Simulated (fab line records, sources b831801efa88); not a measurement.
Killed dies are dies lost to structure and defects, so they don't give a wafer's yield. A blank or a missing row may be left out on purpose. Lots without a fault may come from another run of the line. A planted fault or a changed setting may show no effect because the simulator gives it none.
Which tool did it? | flow sky130 | 11 lots, 33 wafers sampled, at 5 steps of a route of 708

WHAT THE GAUGES READ, wafer by wafer
SKY_SD_N_OVL_MEAS_08.
lot  | measured     | on         | SD_N_OVL (nm)
L833 | day 28 20:16 | overlay-01 | 1.2 1.6 1.5
L834 | day 29 07:39 | overlay-02 | 0.9 -0.1 -0.5
L836 | day 30 04:06 | overlay-01 | 2.8 1.1 2.5
L839 | day 31 11:07 | overlay-01 | -0.9 1.4 0.6
L841 | day 32 07:49 | overlay-01 | 0.3 0.7 0.4
L842 | day 32 12:16 | overlay-02 | 2.2 1.5 0.1
L843 | day 32 14:40 | overlay-02 | 1.5 0.1 0.6
L849 | day 34 09:59 | overlay-01 | 0.0 -1.2 0.2
L851 | day 34 22:55 | overlay-01 | 2.5 2.0 1.8
L852 | day 35 02:04 | overlay-02 | -0.4 0.6 0.2
L853 | day 35 16:30 | overlay-02 | 0.2 1.0 2.0

SKY_LI_CONTACT_BOW_MEAS_03.
lot  | measured     | on            | LI_CONTACT_BOW (um)
L833 | day 28 21:50 | film_metro-03 | 43 48 54
L834 | day 29 09:13 | film_metro-01 | 49 60 55
L836 | day 30 05:40 | film_metro-01 | 57 58 67
L839 | day 31 12:40 | film_metro-03 | 49 57 62
L841 | day 32 09:23 | film_metro-02 | 70 63 68
L842 | day 32 13:49 | film_metro-01 | 78 75 73
L843 | day 32 16:14 | film_metro-01 | 57 66 75
L849 | day 34 11:34 | film_metro-02 | 65 54 60
L851 | day 35 00:39 | film_metro-03 | 55 65 54
L852 | day 35 03:38 | film_metro-01 | 60 52 59
L853 | day 35 18:06 | film_metro-02 | 49 43 48

SKY_LI_CONTACT_CD_MEAS_12: target cd 170 nm.
lot  | measured     | on        | cd_nm (nm)
L833 | day 30 02:26 | cd_sem-02 | 168.8 170.8 169.8
L834 | day 30 12:47 | cd_sem-01 | 169.4 169.4 169.6
L836 | day 31 09:47 | cd_sem-02 | 167.8 168.7 168.8
L839 | day 32 14:02 | cd_sem-01 | 171.2 170.1 170.5
L841 | day 33 12:20 | cd_sem-02 | 170.6 170.8 169.3
L842 | day 33 16:05 | cd_sem-02 | 168.9 169.1 169.0
L843 | day 33 19:00 | cd_sem-02 | 171.5 171.2 171.3
L849 | day 35 13:16 | cd_sem-02 | 170.8 171.5 172.3
L851 | day 36 02:43 | cd_sem-02 | 169.6 168.9 170.8
L852 | day 36 05:18 | cd_sem-01 | 172.2 171.7 171.4
L853 | day 36 19:41 | cd_sem-02 | 170.7 168.6 170.7

WHICH TOOL RAN EACH LOT (tool, then ch and the chambers of the sampled wafers, then the start)
lot  | SKY_LDD_P_STRIP_10                   | SKY_LI_CONTACT_CMP_02
L833 | plasma_asher-01 ch 0,1, day 20 02:09 | cmp-02 ch 1,2,3, day 28 21:32
L834 | plasma_asher-03 ch 0, day 20 15:00   | cmp-02 ch 1,3, day 29 08:58
L836 | plasma_asher-03 ch 0,1, day 21 13:09 | cmp-02 ch 0,3, day 30 05:22
L839 | plasma_asher-01 ch 0,1, day 22 21:17 | cmp-02 ch 1,2,3, day 31 12:28
L841 | plasma_asher-01 ch 0,1, day 23 20:14 | cmp-02 ch 1,2,3, day 32 09:05
L842 | plasma_asher-03 ch 0,1, day 24 00:57 | cmp-02 ch 0,1,3, day 32 13:31
L843 | plasma_asher-01 ch 0, day 24 06:21   | cmp-02 ch 0,1, day 32 15:55
L849 | plasma_asher-03 ch 0,1, day 26 04:50 | cmp-02 ch 0,1,3, day 34 11:16
L851 | plasma_asher-03 ch 0,1, day 26 19:57 | cmp-02 ch 0,2,3, day 35 00:23
L852 | plasma_asher-03 ch 0, day 27 00:05   | cmp-01 ch 0,2, day 35 03:19
L853 | plasma_asher-03 ch 0,1, day 27 15:32 | cmp-01 ch 0,1,2, day 35 17:49
- SKY_LDD_P_STRIP_10: strips in O2/N2.
- SKY_LI_CONTACT_CMP_02: polishes PSG.

WHAT THE TOOLS THEMSELVES READ (means of the sampled wafers that have a number; where no wafer has one, the mark that the record gives instead)
SKY_LDD_P_STRIP_10.
lot  | tool            | drypump_motor_current_A (A) | oes_product_au (a.u.) | strip_time_to_endpoint_s (s)
L833 | plasma_asher-01 | 5.7                         | 0.715                 | 14.20
L834 | plasma_asher-03 | 5.6                         | 0.715                 | 14.21
L836 | plasma_asher-03 | 5.6                         | 0.715                 | 14.16
L839 | plasma_asher-01 | 5.8                         | 0.718                 | 14.18
L841 | plasma_asher-01 | 5.7                         | 0.718                 | 14.10
L842 | plasma_asher-03 | 5.5                         | 0.715                 | 14.16
L843 | plasma_asher-01 | 5.8                         | 0.717                 | 14.19
L849 | plasma_asher-03 | 5.5                         | 0.717                 | 14.21
L851 | plasma_asher-03 | 5.5                         | 0.716                 | 14.10
L852 | plasma_asher-03 | 5.6                         | 0.717                 | 14.13
L853 | plasma_asher-03 | 5.5                         | 0.716                 | 14.11

SKY_LI_CONTACT_CMP_02.
lot  | tool   | edge_zone_pressure_frac | head_pressure_psi (psi) | motor_current_A (A) | time_to_endpoint_s (s)
L833 | cmp-02 | 0.996                   | 3.995                   | 12.9                | 35.6
L834 | cmp-02 | 1.000                   | 3.997                   | 12.5                | 32.9
L836 | cmp-02 | 1.000                   | 4.001                   | 11.2                | 32.0
L839 | cmp-02 | 1.003                   | 4.000                   | 12.8                | 30.0
L841 | cmp-02 | -                       | -                       | -                   | -
L842 | cmp-02 | -                       | -                       | -                   | -
L843 | cmp-02 | -                       | -                       | -                   | -
L849 | cmp-02 | 0.995                   | 3.998                   | 12.3                | 31.2
L851 | cmp-02 | 0.998                   | 4.003                   | 11.7                | 34.3
L852 | cmp-01 | 0.998                   | 4.006                   | 14.1                | 33.9
L853 | cmp-01 | 1.004                   | 4.000                   | 13.0                | 31.4

THE ANSWER, worked out from the rows above alone
Rule: what is usual is taken from the lots themselves. Put in order of their means at a reading, lots are off if they are a third of the lots or fewer, leave a main group of 4 or more, and stand apart from it by a gap of 3 or more times the standard deviation of the main group's means; of several such gaps the widest counts. A main group whose means are all the same, to the digits that the tables above print for the reading, isn't used. A lot without any number at a reading at which 4 lots or more have one is off too. The other lots that the step has rows for count as sound. The gauges are gone through in route order, then the tools' own readings, and for those a lot's mean is taken as printed above. The first step at which some lot is off is used, and at that step the reading that is off furthest; a lot without a number counts as furthest.
Off: L841, L842, L843, at SKY_LI_CONTACT_CMP_02 (edge_zone_pressure_frac). Without a number there: L841, L842, L843. The main group: mean 0.999, standard deviation 0.0029.
A tool fits if, at that step or a process step before it, it ran every lot that is off, and no sound lot after the first of them. None of those tried fits.

WHAT THE SIMULATOR HAD PUT IN
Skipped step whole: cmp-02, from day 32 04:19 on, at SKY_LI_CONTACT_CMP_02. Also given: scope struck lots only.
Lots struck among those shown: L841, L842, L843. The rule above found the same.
